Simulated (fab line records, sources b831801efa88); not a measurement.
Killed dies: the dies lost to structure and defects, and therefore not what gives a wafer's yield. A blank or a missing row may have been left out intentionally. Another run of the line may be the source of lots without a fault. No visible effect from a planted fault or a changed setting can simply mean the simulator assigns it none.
What tool caused it?	flow gf180mcu	13 lots with 39 wafers sampled at 4 steps, on a route of 602 steps

WHAT THE GAUGES READ, wafer by wafer
GF_STI_CD_MEAS_12 targets a cd of 220 nm. Usual: cdNm reads 219.4 nm (standard deviation 1.6).
lot	measured	on	cdNm (nm)	flag
L177	day 2 16:40	cdSem-02	215.2 215.2 215.7	
L180	day 3 08:22	cdSem-02	235.7 237.8 236.1	OFF
L181	day 3 13:28	cdSem-01	219.9 218.2 218.1	
L182	day 3 18:23	cdSem-01	222.2 221.7 221.4	
L183	day 3 23:46	cdSem-02	221.0 220.7 219.0	
L184	day 4 04:26	cdSem-02	220.1 219.3 220.5	
L188	day 5 03:16	cdSem-01	219.2 220.6 220.5	
L190	day 5 11:56	cdSem-01	220.7 221.5 218.9	
L191	day 5 16:16	cdSem-01	218.8 219.9 219.7	
L192	day 5 21:52	cdSem-01	220.8 219.5 219.9	
L193	day 6 04:36	cdSem-01	219.9 220.0 219.7	
L196	day 6 19:43	cdSem-01	218.5 219.9 217.5	
L197	day 7 01:01	cdSem-02	220.9 220.2 221.0	

GF_STI_THK_MEAS_24. Usual: STI_CVD_23_THK 651 nm, standard deviation 5.6.
lot	measured	on	STI_CVD_23_THK (nm)	flag
L177	day 2 19:07	filmMetro-02	655 652 650	
L180	day 3 12:37	filmMetro-02	639 654 646	
L181	day 3 16:41	filmMetro-02	652 667 649	
L182	day 3 20:22	filmMetro-01	657 659 654	
L183	day 4 02:53	filmMetro-02	654 642 653	
L184	day 4 06:26	filmMetro-04	645 644 651	
L188	day 5 05:16	filmMetro-04	658 652 646	
L190	day 5 13:55	filmMetro-01	660 655 654	
L191	day 5 18:19	filmMetro-02	650 654 654	
L192	day 6 00:25	filmMetro-02	645 647 646	
L193	day 6 07:53	filmMetro-04	665 651 648	
L196	day 6 21:40	filmMetro-02	661 658 658	
L197	day 7 03:01	filmMetro-02	640 641 650	

WHAT TOOL EACH LOT RAN ON (gives the tool, then ch and the chambers of the sampled wafers, and finally the start)
lot	GF_STI_EXPOSE_09	GF_STI_STRIP_15
L177	krfScanner-01 ch 0, day 2 10:35	plasmaAsher-03 ch 0,1, day 2 16:56
L180	krfScanner-02 ch 0, day 3 02:11	plasmaAsher-01 ch 0,1, day 3 08:37
L181	krfScanner-01 ch 0, day 3 07:08	plasmaAsher-01 ch 0,1, day 3 13:43
L182	krfScanner-01 ch 0, day 3 11:58	plasmaAsher-03 ch 0,1, day 3 18:39
L183	krfScanner-02 ch 0, day 3 17:14	plasmaAsher-01 ch 0,1, day 4 00:01
L184	krfScanner-01 ch 0, day 3 22:10	plasmaAsher-04 ch 0,1, day 4 04:41
L188	krfScanner-02 ch 0, day 4 20:09	plasmaAsher-03 ch 0,1, day 5 03:32
L190	krfScanner-02 ch 0, day 5 05:02	plasmaAsher-01 ch 0,1, day 5 12:12
L191	krfScanner-02 ch 0, day 5 09:25	plasmaAsher-01 ch 0,1, day 5 16:32
L192	krfScanner-02 ch 0, day 5 14:35	plasmaAsher-03 ch 0,1, day 5 22:08
L193	krfScanner-02 ch 0, day 5 21:14	plasmaAsher-01 ch 0,1, day 6 04:51
L196	krfScanner-01 ch 0, day 6 12:29	plasmaAsher-04 ch 0,1, day 6 19:58
L197	krfScanner-01 ch 0, day 6 17:13	plasmaAsher-04 ch 0,1, day 7 01:18
- GF_STI_EXPOSE_09: exposes mask COMP, target cd 220 nm.
- GF_STI_STRIP_15: strips in O2/N2.

WHAT THE TOOLS THEMSELVES READ (means of the sampled wafers that have a number; where no wafer has one, the mark that the record gives instead)
GF_STI_STRIP_15. Usual: drypumpMotorCurrentA 5.8 A, standard deviation 0.56; heaterPowerW 335 W, standard deviation 34; oesProductAu 0.384 a.u., standard deviation 0.0052; stripTimeToEndpointS 3.72 s, standard deviation 0.048.
lot	tool	drypumpMotorCurrentA (A)	heaterPowerW (W)	oesProductAu (a.u.)	stripTimeToEndpointS (s)	flag
L177	plasmaAsher-03	5.4	307	0.383	3.70	
L180	plasmaAsher-01	6.1	337	0.386	3.76	
L181	plasmaAsher-01	5.8	329	0.379	3.72	
L182	plasmaAsher-03	5.4	307	0.386	3.77	
L183	plasmaAsher-01	5.8	332	0.385	3.69	
L184	plasmaAsher-04	6.3	398	0.384	3.75	
L188	plasmaAsher-03	5.1	297	0.383	3.76	
L190	plasmaAsher-01	6.1	340	0.379	3.72	
L191	plasmaAsher-01	5.8	328	0.384	3.72	
L192	plasmaAsher-03	5.4	315	0.380	3.74	
L193	plasmaAsher-01	5.8	329	0.385	3.72	
L196	plasmaAsher-04	6.4	390	0.384	3.71	
L197	plasmaAsher-04	6.2	398	0.387	3.69	

THE ANSWER, worked out from the rows above alone
Rule: a lot counts as off when the mean over its wafers that have a number is more than 3 standard deviations away from the usual mean. Also off: a lot with no number at a reading for which 4 or more lots have one. Where the step has rows for the other lots, those lots are counted as sound. First the gauges in route order, then the tools' own readings, where a lot's mean is used as printed above. At the first step where some lot is off, the reading lying furthest off is the one used; lots without a number count as furthest.
Off: L180 (GF_STI_CD_MEAS_12, cdNm).
If a tool, at a process step before that reading, ran all the lots that are off and no sound lot after the first of them, it fits. Those tools and the gauges at GF_STI_CD_MEAS_12 are tried in the same way. None of those tried fits.

WHAT WAS PUT IN BY THE SIMULATOR
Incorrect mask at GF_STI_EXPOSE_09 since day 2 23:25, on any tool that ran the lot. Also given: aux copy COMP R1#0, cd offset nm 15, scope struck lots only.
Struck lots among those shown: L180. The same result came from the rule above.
